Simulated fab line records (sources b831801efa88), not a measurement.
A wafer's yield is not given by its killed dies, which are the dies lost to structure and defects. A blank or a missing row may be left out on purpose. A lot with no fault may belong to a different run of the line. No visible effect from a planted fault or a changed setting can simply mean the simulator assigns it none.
Matching of chambers :: flow sky130 :: SKY_VIA1_CMP_24 on cmp-02 has 4 sister chambers
The step polishes, stops on SiO2, t overpolish 15 s, target thk 0 nm. 4 wafers are shown with their chamber, then 12 later ones without.

## WAFERS WITH THEIR CHAMBER
wafer: L087.6
chamber: 2
motor-current-A (A): 11.6

wafer: L093.1
chamber: 1
motor-current-A (A): 12.8

wafer: L093.4
chamber: 0
motor-current-A (A): 10.6

wafer: L093.5
chamber: 3
motor-current-A (A): 9.3

## WAFERS MISSING THEIR CHAMBER
wafer: L095.1
motor-current-A (A): 8.9

wafer: L095.3
motor-current-A (A): 12.1

wafer: L095.5
motor-current-A (A): 10.7

wafer: L094.1
motor-current-A (A): 12.7

wafer: L094.3
motor-current-A (A): 10.8

wafer: L094.6
motor-current-A (A): 10.7

wafer: L096.2
motor-current-A (A): 9.4

wafer: L096.4
motor-current-A (A): 12.1

wafer: L096.6
motor-current-A (A): 9.9

wafer: L097.2
motor-current-A (A): 11.1

wafer: L097.3
motor-current-A (A): 11.0

wafer: L097.6
motor-current-A (A): 9.2

## EACH ONE'S CHAMBER
wafer: L095.1
from the rows above: 3
in truth: 3

wafer: L095.3
from the rows above: can't be placed: 2 or 1
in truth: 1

wafer: L095.5
from the rows above: 0
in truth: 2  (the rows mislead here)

wafer: L094.1
from the rows above: 1
in truth: 1

wafer: L094.3
from the rows above: can't be placed: 0 or 2
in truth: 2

wafer: L094.6
from the rows above: 0
in truth: 0

wafer: L096.2
from the rows above: 3
in truth: 3

wafer: L096.4
from the rows above: can't be placed: 2 or 1
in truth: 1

wafer: L096.6
from the rows above: can't be placed: 3 or 0
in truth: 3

wafer: L097.2
from the rows above: can't be placed: 0 or 2
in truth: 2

wafer: L097.3
from the rows above: can't be placed: 0 or 2
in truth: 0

wafer: L097.6
from the rows above: 3
in truth: 3
Correct placement for 5 of the 12. Unplaceable from these rows: 6, with the true chamber sitting among the candidates in 6. Placed wrongly: 1.
How it was worked out, from the rows above alone: a wafer's distance from a chamber is the root of the sum, over the readings, of the square of ((its reading less the chamber's mean) divided by the reading's scatter). The wafer belongs to the nearest chamber; if the next one is less than 2 further off, it can't be placed. Each chamber's mean is taken over the wafers shown for it. The scatter: with one shown wafer a chamber, the root of the mean of the squares of how far each hidden wafer lies from its nearest shown one.
